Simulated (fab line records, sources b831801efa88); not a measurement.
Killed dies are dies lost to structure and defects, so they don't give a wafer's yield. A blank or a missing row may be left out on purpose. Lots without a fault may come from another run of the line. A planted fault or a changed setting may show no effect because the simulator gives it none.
Which tool did it? | flow sfq_line | 12 lots, 35 wafers sampled, at 3 steps of a route of 325

WHAT THE GAUGES READ, wafer by wafer
SFQ_M0_OVL_MEAS_906. Usual: M0_OVL 1 nm, standard deviation 4.7.
lot  | measured     | on         | M0_OVL (nm) | flag
L224 | day 8 11:40  | overlay-01 | -3 0 -7     |
L225 | day 8 15:16  | overlay-01 | -4 -3 -1    |
L226 | day 8 17:40  | overlay-01 | -10 -12 -3  |
L230 | day 9 06:55  | overlay-02 | 4 3 5       |
L231 | day 9 11:47  | overlay-01 | -1 2 -1     |
L235 | day 10 03:44 | overlay-01 | 8 0         |
L239 | day 11 09:14 | overlay-01 | 1 -1 -3     |
L240 | day 11 18:56 | overlay-01 | 1 3 -2      |
L243 | day 12 21:06 | overlay-02 | -1 2 3      |
L244 | day 17 06:58 | overlay-02 | 5 2 6       |
L246 | day 17 10:34 | overlay-02 | -6 4 1      |
L247 | day 17 14:11 | overlay-01 | 1 1 7       |

WHICH TOOL RAN EACH LOT (tool, then ch and the chambers of the sampled wafers, then the start)
lot  | SFQ_TRILAYER_L0_LITHO_COAT_010   | SFQ_TRILAYER_L0_BARC_OPEN_METAL_ETCH_010
L224 | litho_track-01 ch 0, day 1 12:47 | rie_metal-02 ch 0,1, day 4 10:13
L225 | litho_track-03 ch 0, day 1 17:47 | rie_metal-01 ch 0,1, day 4 17:25
L226 | litho_track-01 ch 0, day 1 22:44 | rie_metal-02 ch 0,1, day 4 22:13
L230 | litho_track-03 ch 0, day 2 18:44 | rie_metal-02 ch 0,1, day 5 10:13
L231 | litho_track-03 ch 0, day 2 23:44 | rie_metal-03 ch 0,1, day 5 15:32
L235 | litho_track-03 ch 0, day 3 19:50 | rie_metal-03 ch 1, day 6 15:33
L239 | litho_track-01 ch 0, day 4 15:50 | rie_metal-03 ch 1, day 7 17:54
L240 | litho_track-01 ch 0, day 4 20:47 | rie_metal-01 ch 0,1, day 8 01:11
L243 | litho_track-04 ch 0, day 5 11:44 | rie_metal-02 ch 0,1, day 8 18:44
L244 | litho_track-01 ch 0, day 5 16:47 | rie_metal-03 ch 0,1, day 9 01:56
L246 | litho_track-01 ch 0, day 6 02:50 | rie_metal-03 ch 0,1, day 9 10:20
L247 | litho_track-03 ch 0, day 6 07:53 | rie_metal-01 ch 0,1, day 9 15:09
- SFQ_TRILAYER_L0_LITHO_COAT_010: resist thk 62 nm.
- SFQ_TRILAYER_L0_BARC_OPEN_METAL_ETCH_010: etches BARC in O2, target depth 125 nm, time 41.7 s.

WHAT THE TOOLS THEMSELVES READ (means of the sampled wafers that have a number; where no wafer has one, the mark that the record gives instead)
SFQ_TRILAYER_L0_BARC_OPEN_METAL_ETCH_010. Usual: drypump_motor_current_A 5.6 A, standard deviation 0.51; oes_product_au 0.685 a.u., standard deviation 0.005.
lot  | tool         | drypump_motor_current_A (A) | oes_product_au (a.u.) | flag
L224 | rie_metal-02 | 6.2                         | 0.681                 |
L225 | rie_metal-01 | 5.4                         | 0.691                 |
L226 | rie_metal-02 | 6.1                         | 0.683                 |
L230 | rie_metal-02 | 6.4                         | 0.683                 |
L231 | rie_metal-03 | 5.3                         | 0.675                 |
L235 | rie_metal-03 | 5.0                         | 0.671                 |
L239 | rie_metal-03 | 5.0                         | 0.687                 |
L240 | rie_metal-01 | 5.5                         | 0.683                 |
L243 | rie_metal-02 | 6.1                         | 0.686                 |
L244 | rie_metal-03 | 5.6                         | 0.685                 |
L246 | rie_metal-03 | 5.6                         | 0.682                 |
L247 | rie_metal-01 | 5.6                         | 0.684                 |

THE ANSWER, worked out from the rows above alone
Rule: a lot is off if the mean of its wafers that have a number lies more than 3 standard deviations from the usual mean. A lot without any number at a reading at which 4 lots or more have one is off too. The other lots that the step has rows for count as sound. The gauges are gone through in route order, then the tools' own readings, and for those a lot's mean is taken as printed above. The first step at which some lot is off is used, and at that step the reading that is off furthest; a lot without a number counts as furthest.
No lot is off at any reading shown: from this, nothing can be told.

WHAT THE SIMULATOR HAD PUT IN
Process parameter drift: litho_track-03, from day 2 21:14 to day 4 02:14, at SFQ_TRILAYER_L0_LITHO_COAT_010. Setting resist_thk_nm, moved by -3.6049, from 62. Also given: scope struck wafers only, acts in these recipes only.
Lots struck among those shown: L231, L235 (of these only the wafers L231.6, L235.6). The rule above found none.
